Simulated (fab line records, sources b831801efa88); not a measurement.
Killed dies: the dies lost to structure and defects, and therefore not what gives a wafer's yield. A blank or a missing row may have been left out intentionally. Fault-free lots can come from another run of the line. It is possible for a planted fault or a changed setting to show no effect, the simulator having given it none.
fab line records	flow sky130
record: lots: 14	wafers: 42	lastDay: 50
route steps=708 shown NWELL@81 VT_ADJUST_NCORE@126 SONOS_ONO@178 POLY_GATE@231
lots that met no fault: from a run of the same line without faults
startH: hours from the record's opening day to when the first of the lot's shown wafers began	waitH: hours elapsed since this lot's preceding step	" the same as in the row above	L1.1+2: a single row standing in for several wafers	- no value, or no start was given	* or withheld: withheld	< > ~ a bound
route shown NAME@n: names a module that has steps shown in the file, with the first one's number in the route	usual: mean and standard deviation over wafers with no fault	same: alike in all rows	chamber/n: place in a boat	sites: the reading at each site	_std_site: the values' standard deviation	_edge_site: outer sites' mean less inner sites'	radiusMm: how far each site lies from the wafer's centre	mask NAME#n: copy n	behind: the tool/chamber that last shaped the wafer	hold: reason for holding the lot/hours on hold/outcome of the hold	device: the transistor (n, p or np) that didn't switch	end of line: tests run on the same wafers once the route is complete	for a step that has no rows: nothing shown but its recipe	killed: dies lost to structure and defects at the first sort, not the wafer's yield	map: a wafer's dies, x killed, . not, _ none there
set.NAME: the setting that was run; set.NAME@STEP: the one run at that earlier step	model.NAME: the simulator's own value behind a step, which no gauge read
steps of the route over a sample of lots; a table a step, a row a wafer
services: the hour from which a tool's chamber was out of use, counted from the record's first day as startH (under 0 if before that day), plus the number of hours and why
== steps ==
step: SKY_NWELL_RTA_28
recipe: tempC: 1050	timeS: 30	idleTempC: 650	rampUpCPerS: 150	rampDownCPerS: 90	ambient: N2
usual: annealTempCMax: 1056.5/1.6	lampPowerPct: 25.31/0.048	rampDownCPerS: 89.997/0.016	wafer_temp_C_max: 1055.0/1.1
lot.wafer	tool	chamber	startH	waitH	annealTempCMax	lampPowerPct	rampDownCPerS	wafer_temp_C_max
L848.1	rtpAnneal-02	0	106.63	0.0	1056.7	25.38	90.041	1055.2
L848.4	"	0	"	"	1055.6	25.28	90.005	1054.2
L848.6	"	0	"	"	1056.0	25.31	90.029	1054.2
L849.2	rtpAnneal-02	0	112.33	0.0	1054.7	25.24	89.984	1054.3
L849.3	"	0	"	"	1055.1	25.38	89.971	1056.0
L849.6	"	0	"	"	1054.5	25.31	90.018	1054.4
L852.1	rtpAnneal-02	0	130.68	0.0	1054.4	25.24	90.001	1054.3
L852.4	"	0	"	"	1055.4	25.43	89.995	1053.3
L852.6	"	0	"	"	1055.1	25.32	90.004	1054.1
L853.1	rtpAnneal-01	0	136.83	0.0	1060.8	25.38	90.027	1053.4
L853.4	"	0	"	"	1057.9	25.31	90.000	1056.4
L853.6	"	0	"	"	1056.7	25.29	89.994	1054.7
L854.2	rtpAnneal-02	0	141.25	0.0	1056.0	25.34	89.979	1053.4
L854.4	"	0	"	"	1055.1	25.35	90.012	1057.0
L854.6	"	0	"	"	1056.1	25.41	89.987	1054.8
L855.2	rtpAnneal-01	0	148.49	0.0	1057.1	25.28	90.010	1054.2
L855.3	"	0	"	"	1056.8	25.26	89.996	1054.4
L855.5	"	0	"	"	1058.2	25.43	90.032	1056.6
L856.2	rtpAnneal-02	0	154.23	0.0	1056.4	25.35	89.990	1055.9
L856.5	"	0	"	"	1056.2	25.37	89.973	1055.9
L856.6	"	0	"	"	1055.5	25.27	90.003	1055.2
L859.1	rtpAnneal-01	0	170.48	0.0	1058.2	25.29	90.003	1055.6
L859.5	"	0	"	"	1057.2	25.28	89.984	1053.7
L859.6	"	0	"	"	1056.7	25.33	89.966	1057.2
L860.2	rtpAnneal-02	0	176.30	0.0	1056.9	25.37	89.997	1055.7
L860.5	"	0	"	"	1055.2	25.34	89.979	1055.2
L860.6	"	0	"	"	1054.7	25.29	89.984	1054.7
L861.2	rtpAnneal-01	0	182.46	0.0	1058.0	25.35	89.990	1055.3
L861.3	"	0	"	"	1059.2	25.27	89.985	1054.7
L861.4	"	0	"	"	1057.6	25.36	89.983	1055.5
L862.1	rtpAnneal-02	0	190.14	0.0	1055.4	25.29	90.013	1054.8
L862.2	"	0	"	"	1056.1	25.28	90.012	1054.2
L862.3	"	0	"	"	1055.1	25.40	90.005	1056.0
L863.3	rtpAnneal-01	0	195.49	0.0	1058.7	25.31	89.999	1054.9
L863.4	"	0	"	"	1056.8	25.38	90.002	1056.0
L863.5	"	0	"	"	1057.8	25.25	89.999	1054.5
L865.1	rtpAnneal-01	0	204.18	0.0	1058.5	25.30	90.011	1055.3
L865.3	"	0	"	"	1061.4	25.25	90.001	1055.9
L865.6	"	0	"	"	1058.5	25.27	89.988	1053.1
L869.1	rtpAnneal-02	0	232.56	0.0	1055.6	25.27	90.006	1054.6
L869.3	"	0	"	"	1055.5	25.32	89.998	1053.8
L869.6	"	0	"	"	1056.1	25.21	90.023	1054.6
step: SKY_VT_ADJUST_NCORE_CD_MEAS_07
recipe: targetCdNm: 380
usual: cdNm: 379.1/2.5
lot.wafer	tool	chamber	startH	waitH	cdNm
L848.1	cdSem-01	-	185.96	0.1	376.7
L848.4	"	-	"	"	378.9
L848.6	"	-	"	"	377.0
L849.2	cdSem-02	-	190.90	0.1	376.7
L849.3	"	-	"	"	377.7
L849.6	"	-	"	"	381.0
L852.1	cdSem-02	-	219.06	0.1	380.6
L852.4	"	-	"	"	380.6
L852.6	"	-	"	"	379.4
L853.1	cdSem-02	-	220.09	0.2	380.0
L853.4	"	-	"	"	380.5
L853.6	"	-	"	"	381.6
L854.2	cdSem-02	-	225.05	0.1	377.1
L854.4	"	-	"	"	374.9
L854.6	"	-	"	"	374.5
L855.2	cdSem-02	-	233.78	0.1	379.4
L855.3	"	-	"	"	380.9
L855.5	"	-	"	"	380.9
L856.2	cdSem-02	-	241.25	0.1	381.9
L856.5	"	-	"	"	381.6
L856.6	"	-	"	"	380.3
L859.1	cdSem-01	-	259.01	0.1	382.3
L859.5	"	-	"	"	379.6
L859.6	"	-	"	"	382.5
L860.2	cdSem-01	-	266.34	0.1	375.7
L860.5	"	-	"	"	379.5
L860.6	"	-	"	"	375.5
L861.2	cdSem-01	-	273.33	0.1	381.3
L861.3	"	-	"	"	377.9
L861.4	"	-	"	"	378.7
L862.1	cdSem-02	-	282.42	0.1	379.1
L862.2	"	-	"	"	379.9
L862.3	"	-	"	"	377.9
L863.3	cdSem-01	-	288.35	0.1	376.0
L863.4	"	-	"	"	375.1
L863.5	"	-	"	"	376.3
L865.1	cdSem-02	-	299.26	0.1	376.6
L865.3	"	-	"	"	375.3
L865.6	"	-	"	"	375.9
L869.1	cdSem-02	-	328.77	0.1	376.5
L869.3	"	-	"	"	376.3
L869.6	"	-	"	"	375.5
step: SKY_SONOS_ONO_EXPOSE_10
recipe: maskId: ONOM	targetCdNm: 410	na: 0.6	sourceShape: conventional	sigmaOuter: 0.6	doseMj: 150
usual: exposureDoseMJCm2: 149.94/0.16	focusOffsetNm: 0.0/0.55
lot.wafer	tool	chamber	startH	waitH	mask	exposureDoseMJCm2	focusOffsetNm
L848.1	ilineStepper-02	0	273.05	-	ONOM#0	149.98	0.8
L848.4	"	0	"	"	ONOM#0	149.96	0.5
L848.6	"	0	"	"	ONOM#0	149.81	0.2
L849.2	ilineStepper-02	0	275.75	-	ONOM#0	149.90	0.5
L849.3	"	0	"	"	ONOM#0	149.98	0.2
L849.6	"	0	"	"	ONOM#0	149.87	-0.3
L852.1	ilineStepper-02	0	314.43	-	ONOM#0	149.86	0.1
L852.4	"	0	"	"	ONOM#0	149.78	-0.3
L852.6	"	0	"	"	ONOM#0	149.93	0.0
L853.1	ilineStepper-02	0	314.86	-	ONOM#0	149.75	0.4
L853.4	"	0	"	"	ONOM#0	150.02	-0.1
L853.6	"	0	"	"	ONOM#0	149.95	-0.1
L854.2	ilineStepper-01	0	324.21	-	ONOM#0	149.91	-0.3
L854.4	"	0	"	"	ONOM#0	149.67	0.3
L854.6	"	0	"	"	ONOM#0	149.72	-0.1
L855.2	ilineStepper-02	0	324.46	-	ONOM#0	149.93	1.3
L855.3	"	0	"	"	ONOM#0	149.85	0.4
L855.5	"	0	"	"	ONOM#0	149.91	0.7
L856.2	ilineStepper-02	0	334.95	-	ONOM#0	149.90	-0.8
L856.5	"	0	"	"	ONOM#0	149.79	-0.9
L856.6	"	0	"	"	ONOM#0	150.01	-0.9
L859.1	ilineStepper-02	0	359.28	-	ONOM#0	150.07	-0.6
L859.5	"	0	"	"	ONOM#0	150.09	-0.8
L859.6	"	0	"	"	ONOM#0	150.25	0.7
L860.2	ilineStepper-02	0	363.60	-	ONOM#0	150.04	0.2
L860.5	"	0	"	"	ONOM#0	150.11	-0.3
L860.6	"	0	"	"	ONOM#0	149.95	-1.0
L861.2	ilineStepper-01	0	366.68	-	ONOM#0	149.90	-0.8
L861.3	"	0	"	"	ONOM#0	149.75	-0.3
L861.4	"	0	"	"	ONOM#0	149.86	0.6
L862.1	ilineStepper-02	-	376.14	-	ONOM#0	-	-
L862.2	"	-	"	"	ONOM#0	-	-
L862.3	"	-	"	"	ONOM#0	-	-
L863.3	ilineStepper-02	-	383.60	-	ONOM#0	-	-
L863.4	"	-	"	"	ONOM#0	-	-
L863.5	"	-	"	"	ONOM#0	-	-
L865.1	ilineStepper-01	0	395.78	-	ONOM#0	149.86	0.0
L865.3	"	0	"	"	ONOM#0	149.93	0.3
L865.6	"	0	"	"	ONOM#0	149.88	0.4
L869.1	ilineStepper-02	0	434.42	-	ONOM#0	150.19	0.1
L869.3	"	0	"	"	ONOM#0	150.13	0.2
L869.6	"	0	"	"	ONOM#0	150.25	-0.5
step: SKY_POLY_GATE_ETCH_17
recipe: targetDepthNm: 180	stopOn: SiO2	overEtchFrac: 0.56667	chemistry: HBr/Cl2	target: poly-Si	icpW: 400	biasW: 100	pressureMtorr: 10	HBr_flow_sccm: 150	Cl2_flow_sccm: 50	timeS: 70.5
usual: HBr_flow_sccm: 150.0/0.48	drypumpMotorCurrentA: 5.75/0.26	oesProductAu: 0.985/0.0098	throttleValvePct: 33.685/0.0093
lot.wafer	tool	chamber	startH	waitH	HBr_flow_sccm	drypumpMotorCurrentA	oesProductAu	rfHoursCounterH	throttleValvePct
L849.2	rieSi-01	3	385.36	0.0	150.7	5.66	0.982	65	33.682
L849.3	"	1	"	"	150.6	5.53	0.989	67	33.677
L849.6	"	2	"	"	149.1	6.01	0.994	-	33.685
L848.1	rieSi-01	1	385.77	0.0	150.7	5.53	0.990	67	33.696
L848.4	"	0	"	"	149.4	5.39	0.996	2	33.698
L848.6	"	0	"	"	149.8	5.36	0.986	-	33.695
L853.1	rieSi-02	1	429.08	0.0	150.4	6.27	0.988	6	33.704
L853.4	"	2	"	"	149.6	5.82	0.978	10	33.682
L853.6	"	1	"	"	150.8	6.30	0.996	-	33.677
L852.1	rieSi-01	1	429.31	0.0	149.7	5.54	1.000	68	33.689
L852.4	"	3	"	"	150.7	5.68	0.980	65	33.665
L852.6	"	0	"	"	149.6	5.39	0.983	-	33.670
L854.2	rieSi-02	2	438.62	0.0	149.9	5.80	0.963	11	33.679
L854.4	"	3	"	"	149.6	5.70	0.991	2	33.693
L854.6	"	2	"	"	150.2	5.80	0.976	-	33.682
L855.2	rieSi-01	3	439.87	0.0	149.8	5.68	0.976	65	33.702
L855.3	"	1	"	"	150.0	5.55	0.994	68	33.684
L855.5	"	0	"	"	149.6	5.40	0.986	-	33.676
L856.2	rieSi-01	0	444.96	0.0	149.8	5.40	1.004	3	33.678
L856.5	"	3	"	"	149.4	5.68	0.981	-	33.681
L856.6	"	2	"	"	150.8	6.04	0.997	-	33.685
L859.1	rieSi-01	0	475.81	0.0	149.8	5.38	0.997	3	33.668
L859.5	"	1	"	"	149.9	5.55	0.976	-	33.701
L859.6	"	2	"	"	150.0	6.04	0.984	-	33.682
L860.2	rieSi-02	0	477.41	0.0	150.1	5.72	0.985	4	33.671
L860.5	"	3	"	"	149.4	5.74	1.006	-	33.684
L860.6	"	0	"	"	149.8	5.72	0.987	-	33.706
L861.2	rieSi-01	0	481.12	0.0	150.7	5.38	1.002	3	33.696
L861.3	"	2	"	"	150.0	6.03	0.987	5	33.681
L861.4	"	1	"	"	150.0	5.53	0.975	-	33.680
L865.1	rieSi-01	1	511.50	0.0	149.1	5.52	0.973	0	33.687
L865.3	"	3	"	"	149.0	5.67	0.974	0	33.683
L865.6	"	1	"	"	149.8	5.54	0.979	-	33.699
L869.1	rieSi-01	0	550.81	0.0	150.1	5.40	0.986	3	33.686
L869.3	"	3	"	"	150.0	5.69	0.972	0	33.684
L869.6	"	3	"	"	150.3	5.67	0.977	-	33.681
== services ==
tool	chamber	startH	hours	kind
ilineStepper-02	0	94.99	-	calibration
rieSi-02	0	101.84	2.9	repair
ilineStepper-02	-	161.03	5.0	repair
rieSi-02	-	167.35	0.6	repair
ilineStepper-02	-	201.03	2.3	repair
ilineStepper-02	-	222.53	3.6	repair
ilineStepper-02	-	226.15	8.9	pm
ilineStepper-01	-	235.04	1.7	pm
ilineStepper-02	-	256.85	1.7	pm
ilineStepper-02	-	286.30	3.4	repair
rieSi-02	-	308.83	14.6	pm
ilineStepper-02	0	317.37	-	calibration
ilineStepper-01	-	327.72	4.4	pm
ilineStepper-01	-	355.72	8.9	pm
rieSi-02	-	391.72	0.6	repair
ilineStepper-01	-	419.51	4.5	repair
rieSi-02	3	425.79	1.4	repair
ilineStepper-01	-	433.90	8.5	repair
ilineStepper-01	-	442.41	1.7	pm
rieSi-02	2	443.02	15.3	repair
rtpAnneal-02	-	443.54	4.9	pm
ilineStepper-02	-	474.93	1.7	pm
rieSi-01	-	483.19	2.8	pm
rieSi-01	0	506.49	5.0	repair
== key ==
firstSign: step: SKY_SONOS_ONO_EXPOSE_10	reading: toolRecord	direction: missing
effect none on later readings
metAt SKY_SONOS_ONO_EXPOSE_10
struckLots L862,L863
laterRowsLeftOut L862.1,L862.2,L862.3,L863.3,L863.4,L863.5
sortLeftOut L862.1,L862.2,L862.3,L863.3,L863.4,L863.5
testerLeftOut L862,L863
notActingAt SKY_NWELL_RTA_28,SKY_VT_ADJUST_NCORE_CD_MEAS_07,SKY_POLY_GATE_ETCH_17
onsetBetween 363.60 376.14
fault: kind: skippedStepWhole	tool: ilineStepper-02	chamber: -	onsetH: 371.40	steps: SKY_SONOS_ONO_EXPOSE_10	scope: struckLotsOnly
testerLeftOut: of these lots the tester's yield and bins aren't shown, on N5 and GAA mostly nor the transistor test; their killed dies are dies lost to structure and defects alone, not to doping, threshold or leakage, so they don't give the yield
sortLeftOut: the simulated sort isn't trusted on such a fault, so these wafers' sort isn't shown, and their yield isn't known
laterRowsLeftOut: the simulator's readings of these wafers behind a module that went badly wrong aren't trusted and aren't shown, but for the sort
